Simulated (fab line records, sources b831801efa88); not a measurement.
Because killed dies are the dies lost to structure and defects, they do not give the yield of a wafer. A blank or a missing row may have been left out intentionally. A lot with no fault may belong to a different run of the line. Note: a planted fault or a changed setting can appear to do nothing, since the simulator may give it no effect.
A struck lot beside a sound one ; flow sky130 ; 17 out of 708 route steps
Sound: the wafers L409.2, L409.3, L409.6. Wafers struck: L416.1, L416.4, L416.5. The cause is named last.
At each step with rows: each side's tool, then ch and its chambers, then its first start. Under that, the readings that differ: sound wafers ; struck wafers ; difference of the means ; sigmas: that difference in standard deviations of wafers without a fault.
alike: a reading whose means differ by less than 2 such deviations, as well as words and numbers matching on both sides. not compared: withheld readings; readings where some wafer has no value; bounds like >300 that might hide an equal value; numbers whose values overlap and for which the record gives no deviation.
The two part at a step that has a row with sigmas, a row that says differs or no value, or rows on one side only. Numbers that have no deviation but don't overlap get no sigmas and don't part them. A reading missing from all wafers of one side parts the sides only when that side holds two or more wafers.

first, 5 steps without rows for these wafers: SKY_SD_N_COAT_02 (resist thk 1140 nm); SKY_SD_N_SOFTBAKE_03 (time 60 s); SKY_SD_N_EXPOSE_04 (exposes mask NSDM, target cd 380 nm); SKY_SD_N_PEB_05; SKY_SD_N_DEVELOP_06 (develop time 60 s).
SKY_SD_N_CD_MEAS_07: target cd 380 nm.
  sound on cd sem-02, day 28 04:10; struck on cd sem-02, day 30 18:44
reading;sound;struck;difference;sigmas
cd nm (nm);376.6 377.3 376.9;385.2 386.7 385.1;+8.7;+3
SKY_SD_N_OVL_MEAS_08:
  sound on overlay-02, day 28 04:16; struck on overlay-01, day 30 18:52
  alike: SD_N_OVL
then, 2 steps without rows for these wafers: SKY_SD_N_IMPLANT_09; SKY_SD_N_IMPLANT_10.
SKY_SD_N_STRIP_11: strips in O2/N2.
  sound on plasma asher-03 ch 0,1, day 28 04:35; struck on plasma asher-04 ch 0,1, day 30 19:11
  alike: drypump motor current A, n2 flow sccm, oes product au, strip time to endpoint s
  not compared: rf hours counter h
SKY_SD_N_TW_MEAS_12:
  sound on film metro-02, day 28 04:42; struck on film metro-03, day 30 19:17
  alike: SD_N_TW
then, 1 step without rows for these wafers: SKY_SD_N_CLEAN_13 (cleans in SC1/SC2, time 150 s).
SKY_SD_N_RTA_14: time 2 s.
  sound on rtp anneal-02 ch 0, day 28 04:49; struck on rtp anneal-01 ch 0, day 30 19:24
reading;sound;struck;difference;sigmas
lamp power pct (%);15.78 15.71 15.68;15.83 15.85 15.95;+0.15;+3
wafer_temp_C_max;1080.9 1077.9 1078.1;1088.8 1092.5 1093.3;+12.6;+8
SKY_SD_N_RS_MEAS_16: the measuring method here is four-point-probe.
  sound on film metro-04, day 28 05:00; struck on film metro-03, day 30 19:35
reading;sound;struck;difference;sigmas
SD_N_RS (ohm/sq);68.46 68.66 68.62;66.45 66.42 66.48;-2.13;-16
SKY_SD_N_RS_MEAS_17: the measuring method here is four-point-probe.
  sound on film metro-04, day 28 05:07; struck on film metro-03, day 30 19:42
reading;sound;struck;difference;sigmas
SD_P_RS (ohm/sq);147.0 146.7 147.1;136.7 136.8 136.8;-10.2;-25
SKY_SD_N_RS_MEAS_18: the measuring method here is four-point-probe.
  sound on film metro-04, day 28 05:14; struck on film metro-03, day 30 19:49
  alike: RES_XHIGH_RS
-- the record jumps here: 17 days lie between the struck wafers' starts before and after (it left off in module SD_N and takes up again in module PAD_OPEN, whose first step shown is number 708 of the route) --
SKY_PAD_OPEN_PROBE_99:
  the record has rows for the struck wafers here (prober-01, day 47 21:23) and none for the sound ones

## WHERE THEY PART
At SKY_SD_N_CD_MEAS_07 first; at SKY_PAD_OPEN_PROBE_99 last (within this record only).

WHY: what had been put in by the simulator
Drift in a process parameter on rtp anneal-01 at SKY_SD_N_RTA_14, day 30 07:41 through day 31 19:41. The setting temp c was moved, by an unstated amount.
